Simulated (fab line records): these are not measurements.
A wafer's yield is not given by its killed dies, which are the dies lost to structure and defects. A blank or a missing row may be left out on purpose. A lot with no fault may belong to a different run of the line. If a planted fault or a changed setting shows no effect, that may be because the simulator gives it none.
What tool caused it? | flow sky130 | Sampling: 13 lots, 38 wafers, 2 of 708 route steps

## WHAT THE GAUGES READ, wafer by wafer
SKY_VT_ADJUST_HVTR_CD_MEAS_07 targets a cd of 380 nm. Usual: cd nm 380.1 nm, standard deviation 2.6.
lot  | measured     | on        | cd nm (nm)              | flag
L690 | day 9 11:28  | cd sem-01 | 376.9 376.3 375.4       |
L692 | day 10 05:59 | cd sem-01 | 374.1 376.6 374.5       |
L695 | day 11 04:43 | cd sem-02 | 378.3 378.1 377.0       |
L696 | day 11 05:02 | cd sem-01 | 378.3 378.1 378.5       |
L698 | day 11 22:01 | cd sem-01 | 378.9 376.8 378.9       |
L699 | day 12 05:47 | cd sem-01 | 378.8 378.6 380.0       |
L700 | day 12 10:35 | cd sem-02 | 381.6 378.3 378.6       |
L701 | day 12 19:05 | cd sem-02 | 380.9 381.2 380.4       |
L705 | day 14 19:25 | cd sem-02 | 380.4 379.7 380.3       |
L708 | day 15 02:05 | cd sem-02 | 380.8 381.7 381.7       |
L709 | day 15 07:12 | cd sem-02 | 382.1 401.9 382.1 401.4 | OFF
L711 | day 16 00:28 | cd sem-01 | 377.6 379.1 376.8       |
L713 | day 16 16:08 | cd sem-02 | 384.4 385.6 382.9       |

## EACH LOT AND THE TOOL THAT RAN IT (in order: tool; ch and the chambers of the sampled wafers; start)
lot  | SKY_VT_ADJUST_HVTR_DEVELOP_06
L690 | litho track-01 ch 0, day 9 11:19
L692 | litho track-02 ch 0, day 10 05:50
L695 | litho track-01 ch 0, day 11 04:34
L696 | litho track-04 ch 0, day 11 04:53
L698 | litho track-02 ch 0, day 11 21:52
L699 | litho track-02 ch 0, day 12 05:38
L700 | litho track-02 ch 0, day 12 10:26
L701 | litho track-01 ch 0, day 12 18:56
L705 | litho track-01 ch 0, day 14 19:16
L708 | litho track-04 ch 0, day 15 01:56
L709 | litho track-01 ch 0, day 15 07:03
L711 | litho track-02 ch 0, day 16 00:19
L713 | litho track-04 ch 0, day 16 15:59
- SKY_VT_ADJUST_HVTR_DEVELOP_06: develop time 60 s.

## AS READ BY THE TOOLS THEMSELVES (means over the sampled wafers that have a number; for cases with no such wafer, the mark the record gives instead)
SKY_VT_ADJUST_HVTR_DEVELOP_06. Usual: resist line temp C 23.03 C, standard deviation 0.13.
lot  | tool           | resist line temp C (C) | flag
L690 | litho track-01 | 22.85                  |
L692 | litho track-02 | 23.12                  |
L695 | litho track-01 | 22.84                  |
L696 | litho track-04 | 23.03                  |
L698 | litho track-02 | 23.08                  |
L699 | litho track-02 | 23.02                  |
L700 | litho track-02 | 23.05                  |
L701 | litho track-01 | 22.95                  |
L705 | litho track-01 | 22.92                  |
L708 | litho track-04 | 23.15                  |
L709 | litho track-01 | 23.13                  |
L711 | litho track-02 | 22.90                  |
L713 | litho track-04 | 22.82                  |

## THE ANSWER, worked out from the rows above alone
Rule: lot off if the mean of its wafers having a number is beyond 3 standard deviations from the usual mean. A lot without any number at a reading at which 4 lots or more have one is off too. All remaining lots with rows at the step are treated as sound. After the gauges, taken in route order, come the tools' own readings; for these a lot's mean is taken, as printed above. The first step at which some lot is off is used, and at that step the reading that is off furthest; a lot without a number counts as furthest.
Off: L709, at SKY_VT_ADJUST_HVTR_CD_MEAS_07 (cd nm).
A tool fits if, at a process step before that reading, it ran every lot that is off, and no sound lot after the first of them. The gauges at SKY_VT_ADJUST_HVTR_CD_MEAS_07 are tried like those tools. One candidate fits, namely litho track-01 at SKY_VT_ADJUST_HVTR_DEVELOP_06. A fault onset in the window from L705 (day 14 19:16, its last sound lot) to L709 (day 15 07:03, its first lot off) fits.

## WHAT HAD BEEN PUT IN BY THE SIMULATOR
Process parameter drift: litho track-01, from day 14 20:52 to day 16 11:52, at SKY_VT_ADJUST_HVTR_DEVELOP_06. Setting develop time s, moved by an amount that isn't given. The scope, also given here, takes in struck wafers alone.
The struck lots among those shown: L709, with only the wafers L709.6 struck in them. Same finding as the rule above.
